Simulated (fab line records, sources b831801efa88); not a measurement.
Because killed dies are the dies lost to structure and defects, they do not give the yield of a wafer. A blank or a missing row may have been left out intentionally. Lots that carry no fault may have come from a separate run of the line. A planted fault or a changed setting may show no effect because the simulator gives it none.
fab line records	flow sky130	part 1 of 2: steps 1 to 26 of 37
record: lots: 5	wafers: 15	last_day: 50
route steps=708 shown FIELD_ISO@9 NWELL@32 DNWELL@35 PWDE@45
lots that met no fault: from a run of the same line without faults
start_h: hours from the record's opening day to when the first of the lot's shown wafers began	wait_h: hours from the lot's prior step to this one	" unchanged from the row above	L1.1+2: a single row standing in for several wafers	- value missing, or start not given	* or withheld: withheld	< > ~ a bound
route shown NAME@n: a module of which the file shows steps, and the number in the route of the first	usual: mean/standard deviation taken from wafers without a fault	same: alike in all rows	chamber/n: place in a boat	sites: readings site by site	_std_site: the standard deviation of these	_edge_site: outer sites' mean less inner sites'	radius_mm: for every site, how far away it sits from the centre of the wafer	mask NAME#n: copy n	behind: the tool/chamber that last shaped the wafer	hold: what put the lot on hold/how long, in hours/how the hold closed	device: transistor that didn't switch, given as n, p or np	end of line: tests run on the same wafers once the route is complete	a step with no rows: only its recipe	killed: count of dies lost to structure and defects at first sort (not the wafer's yield)	map: a wafer's dies, x killed, . not, _ none there
set.NAME: setting as actually run; set.NAME@STEP: the setting as run at that earlier step	model.NAME: the simulator's own value behind a step, which no gauge read
lots at some steps of the route; a table a step, a row a wafer
services: when a tool's chamber went out of use (start_h, in hours from the record's first day, below 0 if earlier), for how many hours, and the reason
== steps ==
step: SKY_FIELD_ISO_COAT_08
recipe: resist: KrF-thick	spin_rpm: 3000	resist_thk_nm: 450
usual: exhaust_pa: 45.1/0.89
lot.wafer	tool	chamber	start_h	wait_h	exhaust_pa
L074.1	litho_track-02	0	-	-	43.8
L074.5	"	0	"	"	43.2
L074.6	"	0	"	"	44.6
L082.2	litho_track-04	0	-	-	44.6
L082.3	"	0	"	"	44.1
L082.6	"	0	"	"	45.0
L090.3	litho_track-02	0	-	-	45.2
L090.4	"	0	"	"	44.7
L090.6	"	0	"	"	45.2
L092.1	litho_track-04	0	-	-	46.8
L092.4	"	0	"	"	47.5
L092.6	"	0	"	"	46.7
L094.1	litho_track-01	0	-	-	45.6
L094.3	"	0	"	"	45.8
L094.5	"	0	"	"	45.2
step: SKY_FIELD_ISO_SOFTBAKE_09
recipe: temp_c: 100	time_s: 90	resist: KrF-thick
usual: exhaust_pa: 45.3/0.94	heater_power_total_W: 57.36/0.12
lot.wafer	tool	chamber	start_h	wait_h	exhaust_pa	heater_power_total_W
L074.1	litho_track-02	0	-	-	45.1	57.25
L074.5	"	0	"	"	46.4	57.42
L074.6	"	0	"	"	45.5	57.47
L082.2	litho_track-04	0	-	-	45.7	57.53
L082.3	"	0	"	"	46.4	57.23
L082.6	"	0	"	"	46.0	57.53
L090.3	litho_track-02	0	-	-	46.3	57.19
L090.4	"	0	"	"	44.8	57.38
L090.6	"	0	"	"	44.3	57.42
L092.1	litho_track-04	0	-	-	44.7	57.51
L092.4	"	0	"	"	45.9	57.20
L092.6	"	0	"	"	45.0	57.46
L094.1	litho_track-01	0	-	-	46.6	57.22
L094.3	"	0	"	"	44.9	57.52
L094.5	"	0	"	"	45.4	57.23
step: SKY_FIELD_ISO_EXPOSE_10
recipe: mask_id: FOM	na: 0.68	source_shape: annular	sigma_inner: 0.4	sigma_outer: 0.8	target_cd_nm: 150	dose_mj: 28
lot.wafer	tool	chamber	start_h	wait_h	mask
L074.1+5+6	krf_scanner-02	0	-	-	FOM#0
L082.2+3+6	krf_scanner-02	0	-	-	FOM#0
L090.3+4+6	krf_scanner-02	0	-	-	FOM#0
L092.1+4+6	krf_scanner-01	0	-	-	FOM#0
L094.1+3+5	krf_scanner-02	0	-	-	FOM#0
step: SKY_FIELD_ISO_PEB_11
recipe: peb_temp_c: withheld	peb_time_s: withheld	resist: KrF-thick
usual: exhaust_pa: 45.0/0.91
lot.wafer	tool	chamber	start_h	wait_h	exhaust_pa
L074.1	litho_track-02	0	-	-	45.8
L074.5	"	0	"	"	46.1
L074.6	"	0	"	"	43.6
L082.2	litho_track-02	0	-	-	45.2
L082.3	"	0	"	"	44.6
L082.6	"	0	"	"	45.5
L090.3	litho_track-02	0	-	-	45.2
L090.4	"	0	"	"	44.8
L090.6	"	0	"	"	44.9
L092.1	litho_track-01	0	-	-	46.0
L092.4	"	0	"	"	45.4
L092.6	"	0	"	"	45.3
L094.1	litho_track-01	0	-	-	45.5
L094.3	"	0	"	"	45.8
L094.5	"	0	"	"	46.2
step: SKY_FIELD_ISO_DEVELOP_12
recipe: develop_time_s: 60	resist: KrF-thick	dev_temp_c: 21
usual: exhaust_pa: 45.0/0.85
lot.wafer	tool	chamber	start_h	wait_h	exhaust_pa
L074.1	litho_track-02	0	-	-	45.7
L074.5	"	0	"	"	45.6
L074.6	"	0	"	"	44.4
L082.2	litho_track-02	0	-	-	44.5
L082.3	"	0	"	"	44.2
L082.6	"	0	"	"	44.1
L090.3	litho_track-02	0	-	-	45.3
L090.4	"	0	"	"	45.7
L090.6	"	0	"	"	43.4
L092.1	litho_track-01	0	-	-	44.2
L092.4	"	0	"	"	45.5
L092.6	"	0	"	"	46.4
L094.1	litho_track-01	0	-	-	45.8
L094.3	"	0	"	"	45.7
L094.5	"	0	"	"	46.3
step: SKY_FIELD_ISO_CD_MEAS_13
recipe: target_cd_nm: 150
usual: cd_nm: 150.5/1.8
lot.wafer	tool	chamber	start_h	wait_h	cd_nm
L074.1	cd_sem-01	-	44.42	-	148.3
L074.5	"	-	"	"	149.1
L074.6	"	-	"	"	148.8
L082.2	cd_sem-01	-	72.34	-	148.3
L082.3	"	-	"	"	150.1
L082.6	"	-	"	"	147.1
L090.3	cd_sem-01	-	112.66	-	148.6
L090.4	"	-	"	"	148.7
L090.6	"	-	"	"	148.8
L092.1	cd_sem-01	-	123.70	-	152.6
L092.4	"	-	"	"	151.0
L092.6	"	-	"	"	151.4
L094.1	cd_sem-01	-	133.95	-	150.7
L094.3	"	-	"	"	150.2
L094.5	"	-	"	"	150.6
step: SKY_FIELD_ISO_ETCH_14
recipe: chemistry: N2/H2	target: BARC	ion_energy_ev: 200	source_w: 500	bias_w: 100	pressure_mtorr: 30	n2_flow_sccm: 100	h2_flow_sccm: 200	stop_on: SiO2	time_s: 45.9	target_depth_a: 600
usual: drypump_motor_current_A: 5.8/0.46	oes_product_au: 0.855/0.0045	throttle_valve_pct: 13.226/0.009
lot.wafer	tool	chamber	start_h	wait_h	drypump_motor_current_A	oes_product_au	rf_hours_counter_h	throttle_valve_pct
L074.1	rie_diel-04	0	44.54	0.1	5.1	0.861	157	13.225
L074.5	"	1	"	"	5.8	0.856	-	13.213
L074.6	"	2	"	"	5.6	0.846	-	13.224
L082.2	rie_diel-01	0	72.44	0.1	6.2	0.861	11	13.221
L082.3	"	1	"	"	5.6	0.854	78	13.225
L082.6	"	2	"	"	5.0	0.854	-	13.236
L090.3	rie_diel-01	1	112.74	0.1	5.7	0.853	79	13.227
L090.4	"	0	"	"	6.2	0.852	12	13.217
L090.6	"	3	"	"	5.4	0.852	-	13.224
L092.1	rie_diel-02	3	123.82	0.1	5.9	0.847	17	13.230
L092.4	"	0	"	"	5.5	0.854	49	13.226
L092.6	"	0	"	"	5.5	0.852	-	13.215
L094.1	rie_diel-01	0	134.07	0.1	6.2	0.852	12	13.215
L094.3	"	3	"	"	5.4	0.858	134	13.236
L094.5	"	2	"	"	5.0	0.851	-	13.234
step: SKY_FIELD_ISO_ETCH_15
recipe: chemistry: CHF3/O2	target_depth_nm: 180	stop_on: Si	source_w: 600	bias_w: 200	pressure_mtorr: 40	chf3_flow_sccm: 50	O2_flow_sccm: 5	time_s: 72
usual: drypump_motor_current_A: 5.8/0.47	oes_product_au: 0.944/0.0076	throttle_valve_pct: 8.843/0.0085
lot.wafer	tool	chamber	start_h	wait_h	drypump_motor_current_A	oes_product_au	rf_hours_counter_h	throttle_valve_pct
L074.1	rie_diel-04	0	44.59	0.0	5.1	0.940	157	8.836
L074.5	"	1	"	"	5.8	0.932	-	8.848
L074.6	"	2	"	"	5.6	0.946	-	8.843
L082.2	rie_diel-01	0	72.49	0.0	6.2	0.954	11	8.832
L082.3	"	1	"	"	5.6	0.948	78	8.839
L082.6	"	2	"	"	5.0	0.949	-	8.843
L090.3	rie_diel-01	1	112.78	0.0	5.6	0.941	79	8.843
L090.4	"	0	"	"	6.2	0.947	12	8.846
L090.6	"	3	"	"	5.4	0.947	-	8.849
L092.1	rie_diel-02	3	123.86	0.0	5.9	0.944	17	8.846
L092.4	"	0	"	"	5.5	0.943	49	8.842
L092.6	"	0	"	"	5.5	0.944	-	8.829
L094.1	rie_diel-01	0	134.11	0.0	6.2	0.948	12	8.826
L094.3	"	3	"	"	5.4	0.945	134	8.852
L094.5	"	2	"	"	5.0	0.956	-	8.854
step: SKY_FIELD_ISO_STRIP_16
recipe: chemistry: O2/N2	power_w: 1400	pressure_mtorr: 1500	platen_temp_c: withheld	o2_flow_sccm: 3000	n2_flow_sccm: 300	overash_fraction: 0.5
usual: drypump_motor_current_A: 5.5/0.56	oes_product_au: 0.376/0.0055	strip_time_to_endpoint_s: 3.52/0.048
lot.wafer	tool	chamber	start_h	wait_h	drypump_motor_current_A	oes_product_au	rf_hours_counter_h	strip_time_to_endpoint_s
L074.1	plasma_asher-02	0	44.64	0.0	4.9	0.375	35	3.53
L074.5	"	1	"	"	5.5	0.372	-	3.46
L074.6	"	0	"	"	4.9	0.377	-	3.54
L082.2	plasma_asher-03	1	72.54	0.0	5.1	0.387	27	3.64
L082.3	"	0	"	"	6.1	0.374	-	3.49
L082.6	"	1	"	"	5.1	0.382	-	3.58
L090.3	plasma_asher-02	0	112.87	0.1	4.9	0.373	-	3.50
L090.4	"	1	"	"	5.6	0.383	-	3.61
L090.6	"	1	"	"	5.5	0.385	-	3.57
L092.1	plasma_asher-03	0	123.92	0.0	6.1	0.378	32	3.49
L092.4	"	1	"	"	5.1	0.382	-	3.54
L092.6	"	0	"	"	6.1	0.383	-	3.55
L094.1	plasma_asher-02	0	134.17	0.0	4.9	0.383	44	3.59
L094.3	"	1	"	"	5.5	0.370	-	3.55
L094.5	"	1	"	"	5.5	0.374	-	3.53
step: SKY_FIELD_ISO_ETCH_17
recipe: target_depth_a: 3420	mask_material: Si3N4	chemistry: HBr/Cl2/O2	target: Si	taper_deg: 5	icp_w: 600	bias_w: 150	pressure_mtorr: 15	HBr_flow_sccm: 150	Cl2_flow_sccm: 40	O2_flow_sccm: 6	time_s: 101.3
usual: HBr_flow_sccm: 150.0/0.48	drypump_motor_current_A: 5.8/0.33	oes_product_au: 1.000/0.018	throttle_valve_pct: 25.657/0.014
lot.wafer	tool	chamber	start_h	wait_h	HBr_flow_sccm	drypump_motor_current_A	oes_product_au	rf_hours_counter_h	throttle_valve_pct
L074.1	rie_si-01	1	44.74	0.1	149.8	6.1	0.965	114	25.677
L074.5	"	3	"	"	149.7	6.1	1.020	-	25.657
L074.6	"	0	"	"	149.4	5.4	1.012	-	25.651
L082.2	rie_si-02	0	72.64	0.1	150.3	6.0	1.012	105	25.649
L082.3	"	1	"	"	150.0	5.3	1.032	19	25.640
L082.6	"	1	"	"	150.1	5.3	1.022	-	25.651
L090.3	rie_si-01	0	112.94	0.0	149.9	5.3	1.013	46	25.638
L090.4	"	1	"	"	150.5	6.1	0.975	114	25.672
L090.6	"	3	"	"	150.7	6.1	1.011	-	25.653
L092.1	rie_si-01	0	124.02	0.1	149.2	5.4	1.009	46	25.640
L092.4	"	1	"	"	149.5	6.1	0.970	115	25.674
L092.6	"	2	"	"	149.9	5.7	0.999	-	25.647
L094.1	rie_si-01	3	134.27	0.1	150.6	6.1	1.029	21	25.647
L094.3	"	0	"	"	150.0	5.4	1.008	46	25.639
L094.5	"	1	"	"	150.3	6.1	0.970	-	25.674
step: SKY_FIELD_ISO_WET_ETCH_18
recipe: chemistry: H3PO4	target_depth_nm: 25	temp_c: 160	target: Si3N4	time_s: 286
lot.wafer	tool	chamber	start_h	wait_h
L074.1+5+6	wet_bench-02	2	44.81	0.0
L082.2+3+6	wet_bench-03	1	72.71	0.0
L090.3+4+6	wet_bench-02	0	113.01	0.0
L092.1+4+6	wet_bench-02	3	124.09	0.0
L094.1+3+5	wet_bench-02	3	134.34	0.0
step: SKY_FIELD_ISO_CLEAN_19
recipe: chemistry: SC1/SC2	mix: 1:4:20	temp_c: 70	time_s: 150
lot.wafer	tool	chamber	start_h	wait_h
L074.1+5+6	wet_bench-03	0	44.90	0.0
L082.2+3+6	wet_bench-01	3	72.81	0.0
L090.3+4+6	wet_bench-03	0	113.20	0.0
L092.1+4+6	wet_bench-03	3	124.18	0.0
L094.1+3+5	wet_bench-02	3	134.43	0.0
step: SKY_FIELD_ISO_CLEAN_20
recipe: chemistry: dHF	time_s: 20	dilution: 100:1
lot.wafer	tool	chamber	start_h	wait_h
L074.1+5+6	wet_bench-02	2	44.95	0.0
L082.2+3+6	wet_bench-03	1	72.86	0.0
L090.3+4+6	wet_bench-01	1	113.25	0.0
L092.1+4+6	wet_bench-02	1	124.23	0.0
L094.1+3+5	wet_bench-02	0	134.48	0.0
step: SKY_FIELD_ISO_WET_ETCH_21
recipe: chemistry: dHF	dilution: 100:1	target_depth_nm: 20	dry: ipa_marangoni	target: SiO2	temp_c: 25	time_s: 400
lot.wafer	tool	chamber	start_h	wait_h
L074.1+5+6	wet_bench-03	0	44.96	0.0
L082.2+3+6	wet_bench-01	0	72.87	0.0
L090.3+4+6	wet_bench-02	1	113.28	0.0
L092.1+4+6	wet_bench-03	2	124.24	0.0
L094.1+3+5	wet_bench-02	1	134.49	0.0
step: SKY_FIELD_ISO_OXIDATION_22
recipe: temp_c: 950	ambient: O2	stabilise_s: 600	purge_s: 300	target_thk_a: 100	ox_time_s: 623
usual: spike_tc_upper_C: 949.8/1.5
same: stabilise_s: 600
lot.wafer	tool	chamber	start_h	wait_h	spike_tc_upper_C
L074.1	furnace-02	0	45.08	0.0	949.9
L074.5	"	0	"	"	949.2
L074.6	"	0	"	"	949.9
L082.2	furnace-02	0	72.99	0.0	949.3
L082.3	"	0	"	"	947.6
L082.6	"	0	"	"	950.2
L090.3	furnace-01	0	115.17	1.6	952.2
L090.4	"	0	"	"	951.4
L090.6	"	0	"	"	951.4
L092.1	furnace-01	0	124.36	0.0	950.8
L092.4	"	0	"	"	951.5
L092.6	"	0	"	"	950.2
L094.1	furnace-01	0	135.44	0.8	952.5
L094.3	"	0	"	"	949.1
L094.5	"	0	"	"	951.7
step: SKY_FIELD_ISO_THK_MEAS_23
recipe: reads: SiO2_of_FIELD_ISO_OXIDATION_22
usual: FIELD_ISO_OXIDATION_01_THK: 9.97/0.2
lot.wafer	tool	chamber	start_h	wait_h	FIELD_ISO_OXIDATION_01_THK[nm]
L074.1	film_metro-02	-	46.26	0.0	9.97
L074.5	"	-	"	"	10.08
L074.6	"	-	"	"	10.04
L082.2	film_metro-01	-	74.18	0.0	9.78
L082.3	"	-	"	"	9.76
L082.6	"	-	"	"	9.71
L090.3	film_metro-02	-	116.36	0.0	10.11
L090.4	"	-	"	"	9.94
L090.6	"	-	"	"	10.06
L092.1	film_metro-01	-	125.53	0.0	10.10
L092.4	"	-	"	"	9.89
L092.6	"	-	"	"	10.09
L094.1	film_metro-02	-	136.62	0.0	10.04
L094.3	"	-	"	"	10.12
L094.5	"	-	"	"	9.84
step: SKY_FIELD_ISO_CVD_24
recipe: material: SiO2	target_thk_nm: 595	temp_c: 650	sigma_open_frac: 0.3	time_s: 99.2	sih4_flow_sccm: 60	pressure_mtorr: 6
lot.wafer	tool	chamber	start_h	wait_h
L074.1+5+6	hdpcvd-02	2,1,2	46.32	0.1
L082.2+3+6	hdpcvd-01	1,0,0	74.23	0.0
L090.3+4+6	hdpcvd-02	0,2,0	116.40	0.0
L092.1+4+6	hdpcvd-02	0,1,0	125.59	0.1
L094.1+3+5	hdpcvd-01	1,2,2	136.68	0.1
step: SKY_FIELD_ISO_THK_MEAS_25
recipe: reads: SiO2_of_FIELD_ISO_CVD_24
usual: FIELD_ISO_CVD_24_THK: 595/8
lot.wafer	tool	chamber	start_h	wait_h	FIELD_ISO_CVD_24_THK[nm]
L074.1	film_metro-02	-	46.39	0.0	598
L074.5	"	-	"	"	596
L074.6	"	-	"	"	598
L082.2	film_metro-03	-	74.31	0.0	590
L082.3	"	-	"	"	575
L082.6	"	-	"	"	570
L090.3	film_metro-03	-	116.49	0.1	606
L090.4	"	-	"	"	599
L090.6	"	-	"	"	608
L092.1	film_metro-02	-	125.66	0.0	603
L092.4	"	-	"	"	597
L092.6	"	-	"	"	602
L094.1	film_metro-01	-	136.75	0.0	598
L094.3	"	-	"	"	598
L094.5	"	-	"	"	600
step: SKY_FIELD_ISO_ANNEAL_26
recipe: temp_c: 1000	time_s: 1800	ambient: N2
usual: spike_tc_upper_C: 999.9/1.5
lot.wafer	tool	chamber	start_h	wait_h	spike_tc_upper_C
L074.1	furnace-02	0	47.43	1.0	996.8
L074.5	"	0	"	"	999.7
L074.6	"	0	"	"	999.1
L082.2	furnace-01	0	74.36	0.0	1004.0
L082.3	"	0	"	"	1001.8
L082.6	"	0	"	"	1000.4
L090.3	furnace-01	0	117.59	1.1	1002.1
L090.4	"	0	"	"	1001.5
L090.6	"	0	"	"	1000.8
L092.1	furnace-02	0	126.56	0.9	999.9
L092.4	"	0	"	"	998.5
L092.6	"	0	"	"	998.8
L094.1	furnace-01	0	136.81	0.1	1001.7
L094.3	"	0	"	"	1002.1
L094.5	"	0	"	"	1000.0
step: SKY_FIELD_ISO_CMP_27
recipe: stop_on: Si3N4	t_overpolish_s: 16	down_force_psi: 4	platen_rpm: 60	target_thk_nm: 457.8	pad_velocity_m_s: 0.94248
usual: head_pressure_psi: 4.000/0.0084	motor_current_A: 12.5/1.2	overpolish_run_s: 15.999/0.0089	time_to_endpoint_s: 108/4.9
lot.wafer	tool	chamber	start_h	wait_h	head_pressure_psi	motor_current_A	overpolish_run_s	time_to_endpoint_s
L074.1	cmp-01	2	48.98	0.1	4.008	11.5	16.012	110
L074.6	"	1	"	"	4.004	14.4	15.984	108
L074.5	"	2	"	"	3.998	11.4	15.992	109
L082.3	cmp-02	2	75.91	0.1	4.009	11.3	16.006	104
L082.2	"	3	"	"	3.999	11.8	15.994	103
L082.6	"	1	"	"	4.000	12.3	15.996	101
L090.4	cmp-02	1	119.09	0.0	3.996	12.2	16.012	109
L090.3	"	0	"	"	4.005	13.0	15.998	116
L090.6	"	2	"	"	3.987	11.0	16.002	116
L092.4	cmp-02	1	128.06	0.0	4.006	12.3	15.980	107
L092.1	"	2	"	"	3.990	11.2	16.004	115
L092.6	"	1	"	"	4.011	12.5	16.004	110
L094.3	cmp-01	1	138.36	0.1	3.992	14.1	16.000	101
L094.1	"	2	"	"	3.999	11.1	16.009	104
L094.5	"	1	"	"	3.988	13.3	16.000	103
step: SKY_FIELD_ISO_WET_ETCH_28
recipe: chemistry: dHF	target_depth_nm: 23.7	target: SiO2	dilution: 10:1	temp_c: 25	time_s: 47
lot.wafer	tool	chamber	start_h	wait_h
L074.1+5+6	wet_bench-03	0	49.23	0.2
L082.2+3+6	wet_bench-03	0	76.16	0.1
L090.3+4+6	wet_bench-02	0	119.39	0.1
L092.1+4+6	wet_bench-02	0	128.36	0.2
L094.1+3+5	wet_bench-01	1	138.61	0.1
step: SKY_FIELD_ISO_WET_ETCH_29
recipe: chemistry: H3PO4	target_depth_nm: 160	target: Si3N4	temp_c: 160	time_s: 1825
lot.wafer	tool	chamber	start_h	wait_h
L074.1+5+6	wet_bench-01	2	49.25	0.0
L082.2+3+6	wet_bench-01	2	76.18	0.0
L090.3+4+6	wet_bench-03	1	119.43	0.0
L092.1+4+6	wet_bench-01	2	128.39	0.0
L094.1+3+5	wet_bench-03	1	138.65	0.0
step: SKY_FIELD_ISO_WET_ETCH_30
recipe: chemistry: dHF	target_depth_nm: 25	target: SiO2	dilution: 10:1	temp_c: 25	time_s: 50
lot.wafer	tool	chamber	start_h	wait_h
L074.1+5+6	wet_bench-03	0	49.77	0.0
L082.2+3+6	wet_bench-02	3	76.70	0.0
L090.3+4+6	wet_bench-01	3	119.95	0.0
L092.1+4+6	wet_bench-03	1	129.42	0.0
L094.1+3+5	wet_bench-02	2	139.17	0.0
step: SKY_NWELL_CLEAN_00
recipe: chemistry: SC1/SC2	mix: 1:4:20	temp_c: 70	time_s: 150	dry: n2_spin
lot.wafer	tool	chamber	start_h	wait_h
L074.1+5+6	wet_bench-01	1	49.79	0.0
L082.2+3+6	wet_bench-01	3	76.72	0.0
L090.3+4+6	wet_bench-02	0	119.99	0.0
L092.1+4+6	wet_bench-02	3	129.44	0.0
L094.1+3+5	wet_bench-01	3	139.19	0.0
step: SKY_NWELL_OXIDATION_01
recipe: temp_c: 900	ambient: O2	stabilise_s: 600	purge_s: 300	target_thk_a: 100	ox_time_s: 1418
usual: spike_tc_upper_C: 900.1/1.8
same: stabilise_s: 600
lot.wafer	tool	chamber	start_h	wait_h	spike_tc_upper_C
L074.1	furnace-02	0	51.68	1.8	898.5
L074.5	"	0	"	"	898.1
L074.6	"	0	"	"	898.3
L082.2	furnace-01	0	78.78	2.0	901.5
L082.3	"	0	"	"	902.2
L082.6	"	0	"	"	903.8
L090.3	furnace-01	0	120.57	0.5	900.5
L090.4	"	0	"	"	902.7
L090.6	"	0	"	"	900.7
L092.1	furnace-01	0	130.20	0.7	901.8
L092.4	"	0	"	"	901.0
L092.6	"	0	"	"	901.8
L094.1	furnace-01	0	139.29	0.0	900.6
L094.3	"	0	"	"	900.8
L094.5	"	0	"	"	902.8
step: SKY_NWELL_THK_MEAS_02
recipe: reads: SiO2_of_NWELL_OXIDATION_01
usual: NWELL_OXIDATION_THK: 9.94/0.16
lot.wafer	tool	chamber	start_h	wait_h	NWELL_OXIDATION_THK[nm]
L074.1	film_metro-01	-	53.07	0.0	9.94
L074.5	"	-	"	"	10.08
L074.6	"	-	"	"	10.05
L082.2	film_metro-01	-	80.18	0.0	9.91
L082.3	"	-	"	"	10.03
L082.6	"	-	"	"	10.02
L090.3	film_metro-04	-	121.99	0.0	10.17
L090.4	"	-	"	"	10.09
L090.6	"	-	"	"	10.06
L092.1	film_metro-04	-	131.59	0.0	9.91
L092.4	"	-	"	"	9.94
L092.6	"	-	"	"	10.06
L094.1	film_metro-04	-	140.68	0.0	10.09
L094.3	"	-	"	"	9.69
L094.5	"	-	"	"	9.79
